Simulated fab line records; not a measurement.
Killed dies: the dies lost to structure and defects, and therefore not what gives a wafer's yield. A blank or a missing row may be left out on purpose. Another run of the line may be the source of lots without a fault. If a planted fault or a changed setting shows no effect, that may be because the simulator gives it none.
fab line records    flow sky130
record lots=6  wafers=18  last-day=50
route steps=708 shown LDD_HVP@286 LDD_LDN@289 PAD_OPEN@708
lots untouched by any fault: they come from a run of this same line in which no faults occurred
start-h: hours from the record's first day to the start of the lot's first wafer shown    wait-h: hours elapsed since this lot's preceding step    " identical to the entry in the row above    L1.1+2: a row that stands for several wafers    - no value present, or no start provided    * or withheld: withheld    < > ~ a bound
route shown NAME@n: a module of which the file shows steps, and the number in the route of the first    usual: mean and standard deviation over wafers with no fault    same: alike in all rows    chamber/n: place in a boat    sites: the reading at each site    _std_site: how widely they spread, as a standard deviation    _edge_site: outer sites' mean less inner sites'    radius-mm: for every site, how far away it sits from the centre of the wafer    mask NAME#n: copy n    behind: the tool/chamber that last shaped the wafer    hold: why the lot went on hold/how many hours it stayed there/how the hold came to an end    device: whichever transistor did not switch (one of n, p or np)    end of line: the route-end tests of the same wafers    for a step that has no rows: nothing shown but its recipe    killed: the dies lost at the first sort to structure and to defects; this is not the yield of the wafer    map: a wafer's dies, marking killed ones x, the rest . and places with no die _
set.NAME: the setting as run; set.NAME@STEP: as run at that earlier step    model.NAME: the simulator's own value behind a step, which no gauge read
lots at some steps of the route; a table a step, a row a wafer
services: a tool's chamber out of use, with start hour (start-h, from the record's first day; less than 0 if before it), hours out, and reason
## steps
# step SKY_LDD_HVP_IMPLANT_08
# recipe species=B  energy-kev=20  dose-cm2=1.7e+13  tilt-deg=17.9
# step SKY_LDD_HVP_STRIP_09
# recipe chemistry=O2/N2  power-w=1400  pressure-mtorr=1500  platen-temp-c=withheld  o2-flow-sccm=3000  n2-flow-sccm=300  overash-fraction=0.5
# usual drypump-motor-current-A=5.4/0.32  oes-product-au=0.409/0.0045  strip-time-to-endpoint-s=4.137/0.014
lot.wafer  tool             chamber  start-h  wait-h  drypump-motor-current-A  oes-product-au  rf-hours-counter-h  strip-time-to-endpoint-s
L435.1     plasma-asher-03  0        550.32   0.1     5.5                      0.405           71                  4.149
L435.3     "                0        "        "       5.5                      0.413           -                   4.156
L435.4     "                1        "        "       5.7                      0.412           -                   4.157
L442.2     plasma-asher-01  0        584.32   0.1     4.8                      0.407           15                  4.139
L442.5     "                0        "        "       4.8                      0.413           -                   4.147
L442.6     "                1        "        "       5.3                      0.407           -                   4.151
L443.2     plasma-asher-02  0        593.81   0.1     5.0                      0.412           48                  4.122
L443.3     "                0        "        "       5.0                      0.408           -                   4.114
L443.5     "                1        "        "       5.6                      0.399           -                   4.110
L444.1     plasma-asher-01  1        603.71   0.1     5.3                      0.406           17                  4.130
L444.3     "                1        "        "       5.3                      0.410           -                   4.110
L444.4     "                0        "        "       4.8                      0.411           -                   4.143
L448.3     plasma-asher-03  0        647.19   0.1     5.5                      0.403           -                   4.155
L448.5     "                1        "        "       5.7                      0.401           -                   4.164
L448.6     "                0        "        "       5.5                      0.409           -                   4.142
L452.3     plasma-asher-01  0        689.14   0.1     4.8                      0.411           -                   4.149
L452.5     "                0        "        "       4.8                      0.410           -                   4.136
L452.6     "                1        "        "       5.3                      0.408           -                   4.159
# step SKY_LDD_HVP_TW_MEAS_10
# usual LDD_HVP_TW=457.9/3
lot.wafer  tool           chamber  start-h  wait-h  LDD_HVP_TW
L435.1     film-metro-02  -        550.42   0.1     459.3
L435.3     "              -        "        "       459.5
L435.4     "              -        "        "       459.9
L442.2     film-metro-01  -        584.43   0.1     460.2
L442.5     "              -        "        "       459.6
L442.6     "              -        "        "       460.8
L443.2     film-metro-03  -        593.92   0.1     455.1
L443.3     "              -        "        "       452.6
L443.5     "              -        "        "       453.5
L444.1     film-metro-01  -        603.81   0.1     452.7
L444.3     "              -        "        "       458.3
L444.4     "              -        "        "       457.9
L448.3     film-metro-01  -        647.28   0.1     456.8
L448.5     "              -        "        "       458.1
L448.6     "              -        "        "       457.8
L452.3     film-metro-03  -        689.23   0.1     452.7
L452.5     "              -        "        "       453.3
L452.6     "              -        "        "       452.6
# step SKY_LDD_LDN_DEHYDRATE_00
# recipe temp-c=200  time-s=60
# step SKY_LDD_LDN_HMDS_01
# recipe prime-time-s=60  prime-temp-c=120
# step SKY_LDD_LDN_COAT_02
# recipe resist=NOVOLAK  spin-rpm=3000  resist-thk-nm=1140
# step SKY_LDD_LDN_SOFTBAKE_03
# recipe temp-c=90  time-s=60  resist=NOVOLAK
# step SKY_LDD_LDN_EXPOSE_04
# recipe mask-id=LDNTM  na=0.6  source-shape=conventional  sigma-outer=0.6  polarization=unpolarized  target-cd-nm=700  dose-mj=140
# step SKY_LDD_LDN_PEB_05
# recipe temp-c=withheld  time-s=*  resist=NOVOLAK
# step SKY_LDD_LDN_DEVELOP_06
# recipe resist=NOVOLAK  developer=TMAH  develop-time-s=60  dev-temp-c=23
# step SKY_LDD_LDN_OVL_MEAS_07
# usual LDD_LDN_OVL=-0.4/1.5
lot.wafer  tool        chamber  start-h  wait-h  LDD_LDN_OVL[nm]
L435.1     overlay-01  -        579.77   0.1     2.2
L435.3     "           -        "        "       1.7
L435.4     "           -        "        "       1.4
L442.2     overlay-02  -        613.09   0.1     2.2
L442.5     "           -        "        "       1.6
L442.6     "           -        "        "       1.2
L443.2     overlay-01  -        622.53   0.1     -0.1
L443.3     "           -        "        "       -1.5
L443.5     "           -        "        "       -1.9
L444.1     overlay-01  -        632.07   0.1     0.0
L444.3     "           -        "        "       0.1
L444.4     "           -        "        "       1.4
L448.3     overlay-01  -        675.50   0.1     0.4
L448.5     "           -        "        "       -0.7
L448.6     "           -        "        "       -1.2
L452.3     overlay-01  -        716.40   0.1     -0.4
L452.5     "           -        "        "       -0.6
L452.6     "           -        "        "       0.6
# step SKY_LDD_LDN_IMPLANT_08
# recipe species=As  energy-kev=15  dose-cm2=1.25e+13  tilt-deg=withheld  rotation-deg=23
# step SKY_LDD_LDN_IMPLANT_09
# recipe species=As  energy-kev=15  dose-cm2=1.25e+13  tilt-deg=withheld  rotation-deg=113
# usual dose-ions-cm2=1.2498e+13/1.4e+10  faraday-current-uA=70.6/1.4
# same implant-ion-amu=75
lot.wafer  tool          chamber  start-h  wait-h  dose-ions-cm2  faraday-current-uA
L435.1     implanter-02  0        579.96   0.1     1.2507e+13     70.7
L435.3     "             0        "        "       1.2506e+13     71.4
L435.4     "             0        "        "       1.2493e+13     72.8
L442.2     implanter-01  0        613.29   0.1     1.2478e+13     68.8
L442.5     "             0        "        "       1.2483e+13     71.0
L442.6     "             0        "        "       1.2487e+13     69.9
L443.2     implanter-01  0        622.74   0.1     1.0947e+13     64.5
L443.3     "             0        "        "       1.0943e+13     59.9
L443.5     "             0        "        "       1.0958e+13     62.7
L444.1     implanter-01  0        632.26   0.1     1.0942e+13     61.1
L444.3     "             0        "        "       1.0946e+13     62.7
L444.4     "             0        "        "       1.093e+13      60.6
L448.3     implanter-02  0        675.72   0.1     1.2488e+13     71.2
L448.5     "             0        "        "       1.248e+13      72.2
L448.6     "             0        "        "       1.2495e+13     68.5
L452.3     implanter-01  0        716.62   0.1     1.2508e+13     71.1
L452.5     "             0        "        "       1.2482e+13     69.0
L452.6     "             0        "        "       1.2487e+13     70.7
# step SKY_LDD_LDN_IMPLANT_10
# recipe species=As  energy-kev=15  dose-cm2=1.25e+13  tilt-deg=withheld  rotation-deg=203
# step SKY_PAD_OPEN_PROBE_99
# usual killed_at_M0_to_M3=44/7  killed_at_M4_up=3.0/1.9  killed-at-contacts=24/5.4  killed-at-front-end=15/4.6  killed-at-other=0.3/0.5  killed-dies=87/10  killed-open=47/7  killed-short=40/6.2
# same gross-dies=492  killed-at-back-side=0
lot.wafer  tool       chamber  start-h  wait-h  killed_at_M0_to_M3  killed_at_M4_up  killed-at-contacts  killed-at-front-end  killed-at-other  killed-dies  killed-open  killed-short
L435.1     prober-02  -        1109.01  0.1     45                  1                13                  13                   0                72           34           38
L435.3     prober-02  -        1109.11  0.2     42                  5                22                  13                   0                82           44           38
L435.4     prober-02  -        1109.16  0.2     44                  1                26                  8                    0                79           41           38
L442.2     prober-02  -        1131.10  0.1     44                  1                24                  17                   0                86           51           35
L442.5     prober-02  -        1131.25  0.2     48                  6                24                  14                   0                92           47           45
L442.6     prober-02  -        1131.30  0.2     36                  1                34                  18                   1                90           51           39
L443.2     prober-02  -        1140.70  0.1     37                  3                25                  19                   0                84           47           37
L443.3     prober-02  -        1140.75  0.2     48                  4                26                  26                   0                104          62           42
L443.5     prober-02  -        1140.85  0.2     48                  4                19                  29                   0                100          50           50
L444.1     prober-01  -        1145.10  0.1     42                  3                24                  9                    1                79           45           34
L444.3     prober-01  -        1145.20  0.2     45                  8                37                  10                   0                100          57           43
L444.4     prober-01  -        1145.25  0.2     56                  2                44                  16                   0                118          75           43
L448.3     prober-02  -        1174.94  0.2     43                  4                20                  10                   1                78           40           38
L448.5     prober-02  -        1175.04  0.2     50                  3                17                  13                   0                83           46           37
L448.6     prober-02  -        1175.09  0.2     40                  3                24                  18                   0                85           42           43
L452.3     prober-01  -        1198.41  0.2     45                  3                24                  15                   0                87           46           41
L452.5     prober-01  -        1198.51  0.2     40                  1                26                  10                   1                78           45           33
L452.6     prober-01  -        1198.56  0.2     45                  0                22                  16                   0                83           38           45
# killed by level:class
L435.1 VIA1:geometric-particle:short=10 VIA1:geometric-particle:open=9 METAL1:geometric-particle:short=7 CONTACT:geometric-particle:open=5 VIA2:geometric-particle:open=5 VIA3:geometric-particle:short=5 FIELD_ISO:geometric-particle:open=4 FIELD_ISO:geometric-particle:short=4
L435.3 VIA1:geometric-particle:open=14 CONTACT:geometric-particle:open=8 METAL1:geometric-particle:short=7 FIELD_ISO:geometric-particle:short=5 LOCAL_INTERCONNECT:geometric-particle:short=5 VIA2:geometric-particle:open=5 LI_CONTACT:geometric-particle:open=4 CONTACT:geometric-particle:short=3
L435.4 VIA1:geometric-particle:open=10 CONTACT:geometric-particle:open=9 LI_CONTACT:geometric-particle:open=8 METAL3:geometric-particle:short=7 METAL1:geometric-particle:short=6 METAL2:geometric-particle:short=5 LOCAL_INTERCONNECT:geometric-particle:short=4 LI_CONTACT:geometric-particle:short=3
L442.2 VIA1:geometric-particle:open=13 VIA3:geometric-particle:open=8 CONTACT:geometric-particle:open=7 VIA1:geometric-particle:short=6 FIELD_ISO:geometric-particle:open=5 VIA2:geometric-particle:open=5 LOCAL_INTERCONNECT:geometric-particle:short=5 POLY_GATE:geometric-particle:open=4
L442.5 VIA1:geometric-particle:open=16 CONTACT:geometric-particle:open=8 VIA1:geometric-particle:short=8 METAL2:geometric-particle:short=6 POLY_GATE:geometric-particle:short=5 LOCAL_INTERCONNECT:geometric-particle:short=5 LI_CONTACT:geometric-particle:open=4 VIA2:geometric-particle:short=4
L442.6 CONTACT:geometric-particle:open=18 VIA1:geometric-particle:open=11 FIELD_ISO:geometric-particle:short=8 LI_CONTACT:geometric-particle:open=6 CONTACT:geometric-particle:short=6 VIA1:geometric-particle:short=5 FIELD_ISO:geometric-particle:open=4 VIA3:geometric-particle:open=4
L443.2 CONTACT:geometric-particle:open=9 VIA1:geometric-particle:open=8 CONTACT:geometric-particle:short=6 VIA2:geometric-particle:open=6 VIA3:geometric-particle:open=5 FIELD_ISO:geometric-particle:short=4 POLY_GATE:geometric-particle:short=4 SPACER:geometric-particle:open=4
L443.3 VIA1:geometric-particle:open=12 VIA2:geometric-particle:open=9 LI_CONTACT:geometric-particle:open=8 CONTACT:geometric-particle:open=8 POLY_GATE:geometric-particle:open=6 POLY_GATE:geometric-particle:short=6 FIELD_ISO:geometric-particle:open=5 CONTACT:geometric-particle:short=5
L443.5 VIA1:geometric-particle:open=10 CONTACT:geometric-particle:open=8 FIELD_ISO:geometric-particle:short=7 VIA3:geometric-particle:open=7 POLY_GATE:geometric-particle:open=6 VIA1:geometric-particle:short=6 VIA2:geometric-particle:short=6 FIELD_ISO:geometric-particle:open=5
L444.1 CONTACT:geometric-particle:open=12 VIA3:geometric-particle:open=8 VIA1:geometric-particle:open=7 VIA2:geometric-particle:open=6 LOCAL_INTERCONNECT:geometric-particle:short=5 METAL1:geometric-particle:short=5 METAL1:geometric-particle:open=4 METAL2:geometric-particle:short=4
L444.3 CONTACT:geometric-particle:open=16 CONTACT:geometric-particle:short=9 VIA1:geometric-particle:open=8 LI_CONTACT:geometric-particle:open=8 METAL1:geometric-particle:short=8 METAL4:geometric-particle:short=6 VIA3:geometric-particle:open=6 VIA3:geometric-particle:short=5
L444.4 VIA1:geometric-particle:open=20 CONTACT:geometric-particle:open=15 CONTACT:geometric-particle:short=12 LI_CONTACT:geometric-particle:open=11 FIELD_ISO:geometric-particle:open=7 VIA2:geometric-particle:open=7 VIA3:geometric-particle:open=7 METAL1:geometric-particle:short=6
L448.3 VIA2:geometric-particle:open=11 VIA3:geometric-particle:open=10 CONTACT:geometric-particle:open=6 LI_CONTACT:geometric-particle:open=5 CONTACT:geometric-particle:short=5 METAL2:geometric-particle:short=5 LOCAL_INTERCONNECT:geometric-particle:short=4 METAL4:geometric-particle:short=4
L448.5 METAL2:geometric-particle:short=11 VIA1:geometric-particle:open=11 CONTACT:geometric-particle:open=8 VIA2:geometric-particle:open=7 VIA1:geometric-particle:short=6 VIA3:geometric-particle:open=6 FIELD_ISO:geometric-particle:open=5 LI_CONTACT:geometric-particle:open=5
L448.6 METAL2:geometric-particle:short=8 VIA2:geometric-particle:open=7 POLY_GATE:geometric-particle:open=6 LI_CONTACT:geometric-particle:short=6 LI_CONTACT:geometric-particle:open=6 CONTACT:geometric-particle:open=6 VIA1:geometric-particle:open=5 VIA3:geometric-particle:short=5
L452.3 VIA1:geometric-particle:open=13 LOCAL_INTERCONNECT:geometric-particle:short=7 LI_CONTACT:geometric-particle:open=6 CONTACT:geometric-particle:open=6 VIA1:geometric-particle:short=6 METAL2:geometric-particle:short=6 METAL1:geometric-particle:short=5 VIA3:geometric-particle:open=5
L452.5 VIA1:geometric-particle:open=12 LI_CONTACT:geometric-particle:open=8 LI_CONTACT:geometric-particle:short=7 CONTACT:geometric-particle:open=6 METAL1:geometric-particle:short=6 VIA2:geometric-particle:open=5 FIELD_ISO:geometric-particle:open=4 METAL2:geometric-particle:short=4
L452.6 VIA1:geometric-particle:open=10 CONTACT:geometric-particle:open=10 FIELD_ISO:geometric-particle:short=9 METAL1:geometric-particle:short=6 VIA3:geometric-particle:open=6 METAL2:geometric-particle:short=5 LI_CONTACT:geometric-particle:short=4 CONTACT:geometric-particle:short=4
## services
tool             chamber  start-h  hours  kind
plasma-asher-01  -        557.33   1.6    repair
plasma-asher-02  -        595.70   1.3    repair
implanter-02     -        638.65   0.9    repair
plasma-asher-03  -        681.79   2.5    repair
## key
first-sign step=SKY_LDD_LDN_IMPLANT_09  reading=dose-ions-cm2  direction=down  sigmas=99+  usual=*  struck=*
effect step=SKY_LDD_LDN_IMPLANT_09  reading=faraday-current-uA  direction=down  sigmas=6.1  usual=70.6  struck=61.9
met-at SKY_LDD_LDN_IMPLANT_09
struck-wafers L443.2,L443.3,L443.5,L444.1,L444.3,L444.4
tester-left-out L443,L444
onset-between 613.29 622.74
fault kind=process-parameter-drift  tool=implanter-01  chamber=-  onset-h=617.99  steps=SKY_LDD_LDN_IMPLANT_09  channel=dose-cm2  offset=*  shape=step  end-h=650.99  acts-in=*  stated=*
# tester-left-out: of these lots the tester's yield and bins aren't shown, on N5 and GAA mostly nor the transistor test; their killed dies are dies lost to structure and defects alone, not to doping, threshold or leakage, so they don't give the yield
